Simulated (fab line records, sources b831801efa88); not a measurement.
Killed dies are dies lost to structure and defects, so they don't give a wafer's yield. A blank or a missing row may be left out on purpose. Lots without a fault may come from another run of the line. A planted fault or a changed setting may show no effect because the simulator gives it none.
A struck lot beside a sound one | flow sky130 | 40 steps out of a route of 708
Sound: wafers L886.4, L886.5, L886.6. Struck: wafers L890.1, L890.5, L890.6. The cause comes at the end.
At each step with rows: each side's tool, then ch and its chambers, then its first start. Under that, the readings that differ: sound wafers | struck wafers | difference of the means | sigmas: that difference in standard deviations of wafers without a fault.
alike: readings whose means differ by less than 2 such deviations, and words and numbers that are the same on both sides. not compared: withheld readings, readings that some wafer has no value for, bounds like >300 that may hide the same value, and numbers for which the record gives no deviation and whose values overlap.
The two part at a step that has a row with sigmas, a row that says differs or no value, or rows on one side only. Numbers that don't overlap but have no deviation are shown without sigmas and don't part them. A reading that every wafer of one side lacks parts them only if that side has two wafers or more.

first, 1 step without rows for these wafers: SKY_POLY_GATE_ETCH_15 (etches BARC in N2/H2, stops on SiO2, time 118.5 s, target depth 110 nm).
SKY_POLY_GATE_ETCH_16: etches Si3N4 in CH3F/O2, stops on poly-Si, time 151.2 s, target depth 75 nm.
  sound on rie_diel-03 ch 0,1,2, day 17 20:31; struck on rie_diel-03 ch 0,1, day 19 03:48
  alike: drypump_motor_current_A, oes_product_au, throttle_valve_pct
  not compared: rf_hours_counter_h
SKY_POLY_GATE_ETCH_17: etches poly-Si in HBr/Cl2, stops on SiO2, target depth 180 nm, time 70.5 s.
  sound on rie_si-02 ch 0,1,3, day 17 20:37; struck on rie_si-01 ch 1,3, day 19 03:54
  alike: drypump_motor_current_A, oes_product_au, throttle_valve_pct
  not compared: rf_hours_counter_h
SKY_POLY_GATE_STRIP_18: strips in O2/N2.
  sound on plasma_asher-04 ch 0,1, day 17 20:42; struck on plasma_asher-01 ch 0,1, day 19 03:58
  reading                      | sound          | struck         | difference | sigmas
  strip_time_to_endpoint_s (s) | 3.02 3.02 3.04 | 3.08 3.17 3.09 | +0.09      | +2
  alike: drypump_motor_current_A, oes_product_au
  not compared: rf_hours_counter_h
then, 2 steps without rows for these wafers: SKY_POLY_GATE_CLEAN_19 (cleans in SC1/SC2, time 150 s); SKY_POLY_GATE_OXIDATION_20 (stabilise 600 s, purge 300 s, target thk 4 nm).
SKY_POLY_GATE_THK_MEAS_21:
  sound on film_metro-02, day 17 22:33; struck on film_metro-01, day 19 10:04
  alike: POLY_GATE_OXIDATION_THK
SKY_POLY_GATE_CD_MEAS_22:
  sound on cd_sem-02, day 17 22:40; struck on cd_sem-01, day 19 10:07
  alike: cd_nm
then, 4 steps without rows for these wafers: SKY_LDD_N_DEHYDRATE_00 (time 60 s); SKY_LDD_N_HMDS_01 (prime time 60 s); SKY_LDD_N_COAT_02 (resist thk 300 nm); SKY_LDD_N_SOFTBAKE_03 (time 60 s).
SKY_LDD_N_EXPOSE_04: exposes mask NTM, target cd 840 nm.
  sound on iline_stepper-01 ch 0, day 18 13:12; struck on iline_stepper-02 ch 0, day 20 01:50
  reading | sound             | struck               | difference | sigmas
  mask    | NTM#0 NTM#0 NTM#0 | PSDM#0 PSDM#0 PSDM#0 | differs    |
  alike: exposure_dose_mJ_cm2
then, 2 steps without rows for these wafers: SKY_LDD_N_PEB_05; SKY_LDD_N_DEVELOP_06 (develop time 60 s).
SKY_LDD_N_OVL_MEAS_07:
  sound on overlay-02, day 19 04:04; struck on overlay-01, day 20 16:49
  reading        | sound         | struck | difference                    | sigmas
  LDD_N_OVL (nm) | -0.7 1.3 -0.2 | - - -  | no value on the struck wafers |
then, 8 steps without rows for these wafers: SKY_LDD_N_IMPLANT_08; SKY_LDD_N_IMPLANT_09; SKY_LDD_N_IMPLANT_10; SKY_LDD_N_IMPLANT_11; SKY_LDD_N_IMPLANT_12; SKY_LDD_N_IMPLANT_13; SKY_LDD_N_IMPLANT_14; SKY_LDD_N_IMPLANT_15.
SKY_LDD_N_STRIP_16: strips in O2/N2.
  sound on plasma_asher-03 ch 0,1, day 19 05:19; struck on plasma_asher-03 ch 0,1, day 20 18:04
  alike: drypump_motor_current_A, oes_product_au, strip_time_to_endpoint_s
  not compared: rf_hours_counter_h
SKY_LDD_N_TW_MEAS_17:
  sound on film_metro-01, day 19 05:25; struck on film_metro-01, day 20 18:10
  reading  | sound          | struck   | difference | sigmas
  LDD_N_TW | 2549 2536 2533 | 30 29 29 | -2510      | -99 or more
then, 7 steps without rows for these wafers: SKY_LDD_P_DEHYDRATE_00 (time 60 s); SKY_LDD_P_HMDS_01 (prime time 60 s); SKY_LDD_P_COAT_02 (resist thk 1161 nm); SKY_LDD_P_SOFTBAKE_03 (time 60 s); SKY_LDD_P_EXPOSE_04 (exposes mask PSDM, target cd 380 nm); SKY_LDD_P_PEB_05; SKY_LDD_P_DEVELOP_06 (develop time 60 s).
SKY_LDD_P_CD_MEAS_07: target cd 380 nm.
  sound on cd_sem-01, day 20 11:34; struck on cd_sem-02, day 22 01:19
  alike: cd_nm
SKY_LDD_P_OVL_MEAS_08:
  sound on overlay-01, day 20 11:40; struck on overlay-02, day 22 01:26
  alike: LDD_P_OVL
then, 1 step without rows for these wafers: SKY_LDD_P_IMPLANT_09.
SKY_LDD_P_STRIP_10: strips in O2/N2.
  sound on plasma_asher-04 ch 0,1, day 20 12:08; struck on plasma_asher-02 ch 0,1, day 22 01:37
  alike: drypump_motor_current_A, oes_product_au, strip_time_to_endpoint_s
  not compared: rf_hours_counter_h
SKY_LDD_P_TW_MEAS_11:
  sound on film_metro-04, day 20 12:14; struck on film_metro-02, day 22 01:43
  reading  | sound       | struck         | difference | sigmas
  LDD_P_TW | 636 632 632 | 2571 2574 2576 | +1940      | +99 or more
then, 1 step without rows for these wafers: SKY_LDD_HVN_DEHYDRATE_00 (time 60 s).
-- the record jumps here: 26 days lie between the struck wafers' starts before and after (it left off in module LDD_HVN and takes up again in module PAD_OPEN, whose first step shown is number 708 of the route) --
SKY_PAD_OPEN_PROBE_99:
  the record has rows for the struck wafers here (prober-01, day 47 16:49) and none for the sound ones

WHERE THEY PART
First at SKY_POLY_GATE_STRIP_18; last, within this record, at SKY_PAD_OPEN_PROBE_99.

WHY: what the simulator had put in
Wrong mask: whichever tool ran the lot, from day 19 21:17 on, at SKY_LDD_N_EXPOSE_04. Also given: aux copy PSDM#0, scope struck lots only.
